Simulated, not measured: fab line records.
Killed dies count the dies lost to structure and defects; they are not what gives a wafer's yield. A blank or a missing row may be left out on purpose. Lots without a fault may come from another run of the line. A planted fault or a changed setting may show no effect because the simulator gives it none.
A struck lot beside a sound one :: flow sky130 :: 25 out of 708 route steps
Sound: the wafers L609.2, L609.3, L609.6. Wafers struck: L620.1, L620.2, L620.4. Last of all comes the cause.
At each step with rows: each side's tool, then ch and its chambers, then its first start. Under that, the readings that differ: sound wafers :: struck wafers :: difference of the means :: sigmas: that difference in standard deviations of wafers without a fault.
alike: readings whose means differ by less than 2 such deviations, and words and numbers that are the same on both sides. not compared: withheld readings, readings that some wafer has no value for, bounds like >300 that may hide the same value, and numbers for which the record gives no deviation and whose values overlap.
Wherever a step has rows on one side only, a row that says differs or no value, or a row with sigmas, the two part there. Numbers that have no deviation but don't overlap get no sigmas and don't part them. A reading that every wafer of one side lacks parts them only if that side has two wafers or more.

SKY_NWELL_RS_MEAS_31: uses a four-point probe to measure.
  sound on film-metro-02, day 6 14:15; struck on film-metro-01, day 9 11:23
  alike: PWDE_RS
then, 7 steps without rows for these wafers: SKY_VT_ADJUST_HVTP_DEHYDRATE_00 (time 60 s); SKY_VT_ADJUST_HVTP_HMDS_01 (prime time 60 s); SKY_VT_ADJUST_HVTP_COAT_02 (resist thk 1140 nm); SKY_VT_ADJUST_HVTP_SOFTBAKE_03 (time 60 s); SKY_VT_ADJUST_HVTP_EXPOSE_04 (exposes mask HVTPM, target cd 380 nm); SKY_VT_ADJUST_HVTP_PEB_05; SKY_VT_ADJUST_HVTP_DEVELOP_06 (develop time 60 s).
SKY_VT_ADJUST_HVTP_CD_MEAS_07 targets a cd of 380 nm.
  sound on cd-sem-01, day 7 09:32; struck on cd-sem-01, day 10 08:38
  alike: cd-nm
SKY_VT_ADJUST_HVTP_OVL_MEAS_08:
  sound on overlay-01, day 7 09:38; struck on overlay-01, day 10 08:45
reading: VT_ADJUST_HVTP_OVL (nm)
sound: -1.2 1.2 -0.3
struck: -3.5 -4.1 -3.4
difference: -3.6
sigmas: -2
next, for these wafers, 1 step has no rows: SKY_VT_ADJUST_HVTP_IMPLANT_09.
SKY_VT_ADJUST_HVTP_STRIP_10: strips in O2/N2.
  sound on plasma-asher-02 ch 0, day 7 09:49; struck on plasma-asher-01 ch 0,1, day 10 08:56
reading: oes-product-au (a.u.)
sound: 0.705 0.721 0.715
struck: 0.929 0.942 0.922
difference: +0.217
sigmas: +45

reading: strip-time-to-endpoint-s (s)
sound: 14.21 14.20 14.21
struck: - - -
difference: no value on the struck wafers
sigmas: 

reading: model.NOVOLAK_of_VT_ADJUST_HVTP_COAT_02.thk-nm (nm)
sound: 0 0 0
struck: 395.3 395.5 396.3
difference: +395.7
sigmas: 
  alike: drypump-motor-current-A, n2-flow-sccm
  not compared: rf-hours-counter-h
SKY_VT_ADJUST_HVTP_TW_MEAS_11:
  sound on film-metro-01, day 7 09:56; struck on film-metro-02, day 10 09:02
  alike: VT_ADJUST_HVTP_TW
then, 7 steps without rows for these wafers: SKY_VT_ADJUST_LVTN_DEHYDRATE_00 (time 60 s); SKY_VT_ADJUST_LVTN_HMDS_01 (prime time 60 s); SKY_VT_ADJUST_LVTN_COAT_02 (resist thk 3000 nm); SKY_VT_ADJUST_LVTN_SOFTBAKE_03; SKY_VT_ADJUST_LVTN_EXPOSE_04 (exposes mask NWM COMPLEMENT LESS NATIVE, target cd 840 nm); SKY_VT_ADJUST_LVTN_PEB_05; SKY_VT_ADJUST_LVTN_DEVELOP_06 (develop time 60 s).
SKY_VT_ADJUST_LVTN_OVL_MEAS_07:
  sound on overlay-02, day 8 05:39; struck on overlay-02, day 11 06:57
  alike: VT_ADJUST_LVTN_OVL
next, for these wafers, 1 step has no rows: SKY_VT_ADJUST_LVTN_IMPLANT_08.
SKY_VT_ADJUST_LVTN_STRIP_09: strips in O2/N2.
  sound on plasma-asher-01 ch 0,1, day 8 05:50; struck on plasma-asher-02 ch 0,1, day 11 07:08
reading: strip-time-to-endpoint-s (s)
sound: 37.00 36.92 36.94
struck: 42.70 42.65 42.83
difference: +5.77
sigmas: +67
  alike: drypump-motor-current-A, n2-flow-sccm, oes-product-au
  not compared: rf-hours-counter-h
SKY_VT_ADJUST_LVTN_TW_MEAS_10:
  sound on film-metro-03, day 8 05:56; struck on film-metro-02, day 11 07:14
reading: VT_ADJUST_LVTN_TW
sound: 245 245 246
struck: 30 30 30
difference: -215
sigmas: -65
then, 1 step without rows for these wafers: SKY_VT_ADJUST_LVTN_DEHYDRATE_11 (time 60 s).

WHERE THEY PART
At SKY_VT_ADJUST_HVTP_OVL_MEAS_08 first; at SKY_VT_ADJUST_LVTN_TW_MEAS_10 last (within this record only).

WHY: the cause the simulator had injected
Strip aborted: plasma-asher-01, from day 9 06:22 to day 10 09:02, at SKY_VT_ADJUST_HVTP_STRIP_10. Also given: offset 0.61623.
